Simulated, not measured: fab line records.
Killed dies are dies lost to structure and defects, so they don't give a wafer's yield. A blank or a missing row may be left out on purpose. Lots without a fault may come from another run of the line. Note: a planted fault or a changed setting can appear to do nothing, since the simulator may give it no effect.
Chamber matching || flow gf180mcu || rie diel-02 running GF_V2_ETCH_16: 4 sister chambers
The step etches BARC in N2/H2. 20 wafers are shown with their chamber, then 10 later ones without.

== EACH WAFER AND ITS CHAMBER ==
{"wafer": "L074.1", "chamber": 3, "oes product au (a.u.)": 0.856, "throttle valve pct (%)": 13.218, "chamber pressure mTorr (mTorr)": 29.991}
{"wafer": "L074.2", "chamber": 2, "oes product au (a.u.)": 0.851, "throttle valve pct (%)": 13.215, "chamber pressure mTorr (mTorr)": 29.964}
{"wafer": "L074.6", "chamber": 2, "oes product au (a.u.)": 0.856, "throttle valve pct (%)": 13.230, "chamber pressure mTorr (mTorr)": 29.996}
{"wafer": "L076.1", "chamber": 2, "oes product au (a.u.)": 0.857, "throttle valve pct (%)": 13.221, "chamber pressure mTorr (mTorr)": 30.007}
{"wafer": "L076.2", "chamber": 1, "oes product au (a.u.)": 0.852, "throttle valve pct (%)": 13.237, "chamber pressure mTorr (mTorr)": 30.023}
{"wafer": "L076.5", "chamber": 1, "oes product au (a.u.)": 0.854, "throttle valve pct (%)": 13.222, "chamber pressure mTorr (mTorr)": 30.025}
{"wafer": "L077.1", "chamber": 1, "oes product au (a.u.)": 0.849, "throttle valve pct (%)": 13.229, "chamber pressure mTorr (mTorr)": 30.060}
{"wafer": "L077.4", "chamber": 3, "oes product au (a.u.)": 0.859, "throttle valve pct (%)": 13.220, "chamber pressure mTorr (mTorr)": 30.008}
{"wafer": "L077.6", "chamber": 2, "oes product au (a.u.)": 0.859, "throttle valve pct (%)": 13.212, "chamber pressure mTorr (mTorr)": 30.023}
{"wafer": "L078.2", "chamber": 2, "oes product au (a.u.)": 0.862, "throttle valve pct (%)": 13.213, "chamber pressure mTorr (mTorr)": 29.992}
{"wafer": "L078.5", "chamber": 2, "oes product au (a.u.)": 0.847, "throttle valve pct (%)": 13.240, "chamber pressure mTorr (mTorr)": 29.963}
{"wafer": "L078.6", "chamber": 1, "oes product au (a.u.)": 0.859, "throttle valve pct (%)": 13.233, "chamber pressure mTorr (mTorr)": 30.010}
{"wafer": "L081.3", "chamber": 1, "oes product au (a.u.)": 0.855, "throttle valve pct (%)": 13.227, "chamber pressure mTorr (mTorr)": 29.966}
{"wafer": "L081.4", "chamber": 2, "oes product au (a.u.)": 0.852, "throttle valve pct (%)": 13.223, "chamber pressure mTorr (mTorr)": 29.991}
{"wafer": "L081.5", "chamber": 1, "oes product au (a.u.)": 0.863, "throttle valve pct (%)": 13.238, "chamber pressure mTorr (mTorr)": 30.000}
{"wafer": "L085.4", "chamber": 0, "oes product au (a.u.)": 0.861, "throttle valve pct (%)": 13.230, "chamber pressure mTorr (mTorr)": 30.004}
{"wafer": "L085.5", "chamber": 0, "oes product au (a.u.)": 0.867, "throttle valve pct (%)": 13.228, "chamber pressure mTorr (mTorr)": 30.005}
{"wafer": "L085.6", "chamber": 1, "oes product au (a.u.)": 0.854, "throttle valve pct (%)": 13.221, "chamber pressure mTorr (mTorr)": 30.011}
{"wafer": "L088.2", "chamber": 2, "oes product au (a.u.)": 0.857, "throttle valve pct (%)": 13.226, "chamber pressure mTorr (mTorr)": 29.996}
{"wafer": "L088.3", "chamber": 1, "oes product au (a.u.)": 0.861, "throttle valve pct (%)": 13.209, "chamber pressure mTorr (mTorr)": 30.022}

SIGNATURES, as means of the wafers listed above
{"reading": "oes product au", "chamber 0": 0.86400, "chamber 1": 0.85587, "chamber 2": 0.85513, "chamber 3": 0.85750, "scatter within a chamber": 0.00463}
{"reading": "throttle valve pct", "chamber 0": 13.22900, "chamber 1": 13.22700, "chamber 2": 13.22250, "chamber 3": 13.21900, "scatter within a chamber": 0.00896}
{"reading": "chamber pressure mTorr", "chamber 0": 30.00450, "chamber 1": 30.01462, "chamber 2": 29.99150, "chamber 3": 29.99950, "scatter within a chamber": 0.0222}
Rule: distance of a wafer from a chamber = root of the sum over the readings of ((wafer's reading minus chamber's mean) / reading's scatter) squared. If the next closest chamber is less than 2 further off than the closest, the wafer can't be placed; otherwise it belongs to the closest. How the scatter is found: for the shown wafers, subtract from each reading the mean of its chamber, square and add these, divide the total by (wafers less chambers), then take the root.

== WAFERS WHOSE CHAMBER IS MISSING ==
{"wafer": "L088.6", "oes product au (a.u.)": 0.852, "throttle valve pct (%)": 13.219, "chamber pressure mTorr (mTorr)": 30.040}
{"wafer": "L091.2", "oes product au (a.u.)": 0.860, "throttle valve pct (%)": 13.216, "chamber pressure mTorr (mTorr)": 29.993}
{"wafer": "L091.5", "oes product au (a.u.)": 0.863, "throttle valve pct (%)": 13.219, "chamber pressure mTorr (mTorr)": 29.950}
{"wafer": "L091.6", "oes product au (a.u.)": 0.861, "throttle valve pct (%)": 13.212, "chamber pressure mTorr (mTorr)": 29.999}
{"wafer": "L092.1", "oes product au (a.u.)": 0.860, "throttle valve pct (%)": 13.208, "chamber pressure mTorr (mTorr)": 29.974}
{"wafer": "L092.2", "oes product au (a.u.)": 0.858, "throttle valve pct (%)": 13.230, "chamber pressure mTorr (mTorr)": 30.003}
{"wafer": "L092.4", "oes product au (a.u.)": 0.854, "throttle valve pct (%)": 13.221, "chamber pressure mTorr (mTorr)": 30.013}
{"wafer": "L094.1", "oes product au (a.u.)": 0.852, "throttle valve pct (%)": 13.226, "chamber pressure mTorr (mTorr)": 29.946}
{"wafer": "L094.2", "oes product au (a.u.)": 0.860, "throttle valve pct (%)": 13.202, "chamber pressure mTorr (mTorr)": 29.970}
{"wafer": "L094.3", "oes product au (a.u.)": 0.854, "throttle valve pct (%)": 13.222, "chamber pressure mTorr (mTorr)": 30.013}

== WHICH CHAMBER EACH ONE RAN IN ==
{"wafer": "L088.6", "from the rows above": "can't be placed: 1 or 3 or 2 or 0", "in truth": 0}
{"wafer": "L091.2", "from the rows above": "can't be placed: 3 or 2 or 0 or 1", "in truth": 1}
{"wafer": "L091.5", "from the rows above": "can't be placed: 3 or 2 or 0 or 1", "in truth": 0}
{"wafer": "L091.6", "from the rows above": "can't be placed: 3 or 2 or 0 or 1", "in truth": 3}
{"wafer": "L092.1", "from the rows above": "can't be placed: 3 or 2 or 0 or 1", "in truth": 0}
{"wafer": "L092.2", "from the rows above": "can't be placed: 1 or 2 or 3 or 0", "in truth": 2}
{"wafer": "L092.4", "from the rows above": "can't be placed: 1 or 3 or 2 or 0", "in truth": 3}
{"wafer": "L094.1", "from the rows above": "can't be placed: 2 or 3 or 1 or 0", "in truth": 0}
{"wafer": "L094.2", "from the rows above": "can't be placed: 3 or 2 or 0 or 1", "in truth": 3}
{"wafer": "L094.3", "from the rows above": "can't be placed: 1 or 2 or 3 or 0", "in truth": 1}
0 of 10 placed correctly. Unplaceable from these rows: 10, with the true chamber sitting among the candidates in 10. Number placed wrongly: 0.
